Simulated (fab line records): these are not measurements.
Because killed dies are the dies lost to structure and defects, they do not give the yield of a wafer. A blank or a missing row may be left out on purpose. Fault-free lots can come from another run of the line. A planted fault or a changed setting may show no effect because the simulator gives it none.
Which of the tools did it? ; flow sky130 ; 12 lots with 36 wafers sampled at 5 steps, on a route of 708 steps

== WHAT EACH GAUGE READ, for each wafer ==
SKY_LDD_P_OVL_MEAS_08. Usual: for LDD_P_OVL the level is -0.2 nm and the standard deviation is 1.2.
lot;measured;on;LDD_P_OVL (nm);flag
L875;day 20 03:42;overlay-01;-0.5 0.2 -1.4;
L876;day 20 20:10;overlay-01;-0.8 0.7 0.9;
L878;day 20 21:45;overlay-02;-0.9 -0.7 -0.5;
L883;day 23 10:10;overlay-01;-0.3 0.2 2.8;
L885;day 23 18:29;overlay-02;-1.9 0.5 -0.5;
L887;day 25 06:23;overlay-02;0.8 0.6 2.7;
L890;day 26 17:04;overlay-01;0.8 -1.0 -4.0;
L891;day 26 22:17;overlay-02;-1.6 -1.8 -1.7;
L892;day 27 03:32;overlay-02;0.5 0.6 -2.0;
L895;day 27 11:53;overlay-01;-0.6 -1.0 -1.0;
L894;day 27 14:55;overlay-02;0.7 1.0 0.3;
L896;day 27 21:21;overlay-01;-0.2 -1.3 -1.4;

SKY_LDD_HVN_TW_MEAS_10. Usual: for LDD_HVN_TW the level is 1437 and the standard deviation is 8.7.
lot;measured;on;LDD_HVN_TW;flag
L875;day 21 09:52;film_metro-04;1437 1436 1435;
L876;day 22 03:08;film_metro-01;1431 1432 1432;
L878;day 22 04:49;film_metro-01;1434 1440 1447;
L883;day 24 17:35;film_metro-04;2726 2735 2740 2728 2724 2745;OFF
L885;day 25 01:22;film_metro-04;2734 2749 2739 2759 2743 2743;OFF
L887;day 26 12:38;film_metro-01;1429 1424 1431;
L890;day 27 22:58;film_metro-01;1435 1435 1429;
L891;day 28 03:49;film_metro-01;1435 1440 1437;
L892;day 28 09:29;film_metro-04;1458 1454 1452;
L895;day 28 17:40;film_metro-04;1456 1443 1451;
L894;day 28 19:57;film_metro-04;1456 1439 1443;
L896;day 29 02:53;film_metro-02;1433 1425 1428;

SKY_LDD_HVP_OVL_MEAS_07. Usual: for LDD_HVP_OVL the level is -1.8 nm and the standard deviation is 1.5.
lot;measured;on;LDD_HVP_OVL (nm);flag
L875;day 22 16:41;overlay-01;-2.0 -1.1 0.1;
L876;day 23 09:29;overlay-02;-2.4 -0.1 -2.9;
L878;day 23 11:33;overlay-01;-2.8 -1.4 -1.6;
L887;day 27 17:03;overlay-01;-0.2 0.8 1.2;
L890;day 29 04:16;overlay-01;-5.0 -4.5 -3.2;
L891;day 29 08:08;overlay-02;-2.6 -3.8 -4.2;
L892;day 29 13:48;overlay-02;-0.9 -1.5 -2.6;
L895;day 29 22:41;overlay-02;-0.2 -1.5 -1.0;
L894;day 29 23:54;overlay-02;-0.9 0.2 -2.2;
L896;day 30 06:46;overlay-01;-2.2 -1.1 -1.8;

== WHAT TOOL EACH LOT RAN ON (gives the tool, then ch and the chambers of the sampled wafers, and finally the start) ==
lot;SKY_RES_PROTECT_STRIP_07;SKY_LDD_HVN_IMPLANT_08
L875;plasma_asher-04 ch 0,1, day 16 04:17;implanter-03 ch 0, day 21 09:37
L876;plasma_asher-04 ch 0,1, day 16 19:57;implanter-04 ch 0, day 22 02:55
L878;plasma_asher-03 ch 0,1, day 16 20:13;implanter-04 ch 0, day 22 04:34
L883;plasma_asher-01 ch 0,1, day 19 02:34;implanter-04 ch 0, day 24 17:22
L885;plasma_asher-03 ch 0,1, day 19 19:44;implanter-04 ch 0, day 25 01:07
L887;plasma_asher-03 ch 0,1, day 21 04:15;implanter-03 ch 0, day 26 12:25
L890;plasma_asher-01 ch 1, day 22 15:44;implanter-03 ch 0, day 27 22:43
L891;plasma_asher-03 ch 0,1, day 22 22:05;implanter-04 ch 0, day 28 03:34
L892;plasma_asher-03 ch 0,1, day 23 05:47;implanter-02 ch 0, day 28 09:13
L895;plasma_asher-03 ch 0,1, day 23 14:16;implanter-04 ch 0, day 28 17:25
L894;plasma_asher-04 ch 0,1, day 23 14:34;implanter-02 ch 0, day 28 19:44
L896;plasma_asher-01 ch 0,1, day 23 22:35;implanter-02 ch 0, day 29 02:38
- SKY_RES_PROTECT_STRIP_07: strips in O2/N2.
- SKY_LDD_HVN_IMPLANT_08

== AS READ BY THE TOOLS THEMSELVES (means over the sampled wafers that have a number; for cases with no such wafer, the mark the record gives instead) ==
SKY_RES_PROTECT_STRIP_07. Usual: drypump_motor_current_A 5.6 A, standard deviation 0.55; oes_product_au 0.518 a.u., standard deviation 0.0047; strip_time_to_endpoint_s 23.29 s, standard deviation 0.039.
lot;tool;drypump_motor_current_A (A);oes_product_au (a.u.);strip_time_to_endpoint_s (s);flag
L875;plasma_asher-04;5.1;0.512;23.34;
L876;plasma_asher-04;5.0;0.518;23.32;
L878;plasma_asher-03;6.0;0.517;23.28;
L883;plasma_asher-01;5.1;0.513;23.22;
L885;plasma_asher-03;6.1;0.518;23.30;
L887;plasma_asher-03;6.0;0.522;23.27;
L890;plasma_asher-01;4.8;0.515;23.35;
L891;plasma_asher-03;6.1;0.515;23.33;
L892;plasma_asher-03;6.1;0.523;23.28;
L895;plasma_asher-03;6.1;0.515;23.25;
L894;plasma_asher-04;5.0;0.517;23.33;
L896;plasma_asher-01;5.1;0.516;23.26;

SKY_LDD_HVN_IMPLANT_08. Usual: beam_energy_keV 60.000, standard deviation 0.018; dose_ions_cm2 2.999e+13, standard deviation 3e+10; end_station_pressure_torr 5.2e-06 Torr, standard deviation 3e-07; faraday_current_uA 169, standard deviation 3.4.
lot;tool;beam_energy_keV;dose_ions_cm2;end_station_pressure_torr (Torr);faraday_current_uA;flag
L875;implanter-03;60.008;2.999e+13;5.3e-06;171;
L876;implanter-04;60.011;2.999e+13;5.3e-06;169;
L878;implanter-04;60.012;3.002e+13;5.0e-06;170;
L883;implanter-04;59.993;2.386e+14;6.2e-06;1317;OFF
L885;implanter-04;59.976;2.386e+14;6.2e-06;1335;OFF
L887;implanter-03;59.998;3.001e+13;5.2e-06;171;
L890;implanter-03;59.992;2.999e+13;5.3e-06;165;
L891;implanter-04;59.985;3.002e+13;5.1e-06;170;
L892;implanter-02;59.982;2.997e+13;5.0e-06;165;
L895;implanter-04;60.003;2.998e+13;5.2e-06;170;
L894;implanter-02;60.028;2.999e+13;5.2e-06;169;
L896;implanter-02;59.983;2.998e+13;5.0e-06;171;

== THE ANSWER, worked out from the rows above alone ==
Rule: lot off if the mean of its wafers having a number is beyond 3 standard deviations from the usual mean. A lot without any number at a reading at which 4 lots or more have one is off too. The other lots that the step has rows for count as sound. Order of review: gauges by route order, followed by the tools' own readings, for which a lot's mean as printed above is used. At the first step where some lot is off, the reading lying furthest off is the one used; lots without a number count as furthest.
Off: L883, L885, at SKY_LDD_HVN_TW_MEAS_10 (LDD_HVN_TW).
If a tool, at a process step before that reading, ran all the lots that are off and no sound lot after the first of them, it fits. The gauges at SKY_LDD_HVN_TW_MEAS_10 aren't tried: what is off there is off at SKY_LDD_HVN_IMPLANT_08 too, on other tools, and a gauge's error can't cause that. Not one of the candidates tried fits.

== WHAT THE SIMULATOR HAD PUT IN ==
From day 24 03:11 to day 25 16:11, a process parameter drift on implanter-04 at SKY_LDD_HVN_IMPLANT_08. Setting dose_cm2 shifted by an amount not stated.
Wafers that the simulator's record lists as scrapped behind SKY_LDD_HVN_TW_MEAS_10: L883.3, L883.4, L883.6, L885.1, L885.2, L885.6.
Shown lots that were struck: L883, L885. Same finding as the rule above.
